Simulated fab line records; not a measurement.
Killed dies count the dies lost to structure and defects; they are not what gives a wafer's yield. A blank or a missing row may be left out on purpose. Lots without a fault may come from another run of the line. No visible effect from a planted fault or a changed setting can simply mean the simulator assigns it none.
Which of the tools did it?	flow sfq_line	at 1 step of a route of 325, 14 lots with 42 wafers sampled

== WHAT EACH GAUGE READ, for each wafer ==
The record lacks any reading of a measuring or inspecting step that a usual standard deviation could be used to judge.

== WHAT TOOL EACH LOT RAN ON (gives the tool, then ch and the chambers of the sampled wafers, and finally the start) ==
lot	SFQ_TRILAYER_I7_CMP_CMP_184
L499	cmp-01 ch 1,2,3, day 77 11:15
L500	cmp-01 ch 1,2,3, day 80 12:37
L501	cmp-02 ch 1,3, day 80 21:32
L502	cmp-01 ch 0,1,2, day 81 07:07
L503	cmp-01 ch 0,1, day 81 09:37
L506	cmp-01 ch 2,3, day 85 04:34
L510	cmp-01 ch 2,3, day 87 23:46
L512	cmp-01 ch 0,1,3, day 88 06:10
L513	cmp-02 ch 1,2, day 88 10:27
L514	cmp-01 ch 0,1, day 88 12:10
L515	cmp-02 ch 1,2,3, day 88 14:22
L516	cmp-01 ch 0,1,3, day 88 18:10
L518	cmp-01 ch 1,2,3, day 89 02:22
L520	cmp-02 ch 2,3, day 89 07:05
- SFQ_TRILAYER_I7_CMP_CMP_184: polishes SiO2.

== AS READ BY THE TOOLS THEMSELVES (means over the sampled wafers that have a number; for cases with no such wafer, the mark the record gives instead) ==
SFQ_TRILAYER_I7_CMP_CMP_184.
lot	tool	head_pressure_psi (psi)	motor_current_A (A)	time_to_endpoint_s (s)
L499	cmp-01	3.004	10.9	218
L500	cmp-01	2.993	10.4	212
L501	cmp-02	2.995	10.3	207
L502	cmp-01	2.325	8.8	274
L503	cmp-01	2.320	8.8	268
L506	cmp-01	3.003	11.1	216
L510	cmp-01	3.001	10.2	221
L512	cmp-01	3.007	10.0	211
L513	cmp-02	2.994	9.8	206
L514	cmp-01	2.999	10.1	222
L515	cmp-02	3.002	9.7	204
L516	cmp-01	2.997	10.1	209
L518	cmp-01	3.005	10.1	219
L520	cmp-02	3.005	10.7	213

== THE ANSWER, worked out from the rows above alone ==
Rule: the lots themselves supply what counts as usual. The widest of any qualifying gaps counts: lots, ordered by their means at a reading, are off when they make up no more than a third of the lots, leave a main group of 4 or more, and stand apart from it by 3 or more times the standard deviation of that group's means. Not used: any main group whose means are identical at the precision the tables above print for the reading. A lot without any number at a reading at which 4 lots or more have one is off too. Any other lot the step has rows for is counted as sound. First the gauges in route order, then the tools' own readings, where a lot's mean is used as printed above. The first step at which some lot is off is used, and at that step the reading that is off furthest; a lot without a number counts as furthest.
Off: L502, L503, at SFQ_TRILAYER_I7_CMP_CMP_184 (head_pressure_psi). The main group: mean 3.000 psi, standard deviation 0.0045.
A tool fits if, at that step or a process step before it, it ran every lot that is off, and no sound lot after the first of them. Of those tried, none fits.

== WHAT HAD BEEN PUT IN BY THE SIMULATOR ==
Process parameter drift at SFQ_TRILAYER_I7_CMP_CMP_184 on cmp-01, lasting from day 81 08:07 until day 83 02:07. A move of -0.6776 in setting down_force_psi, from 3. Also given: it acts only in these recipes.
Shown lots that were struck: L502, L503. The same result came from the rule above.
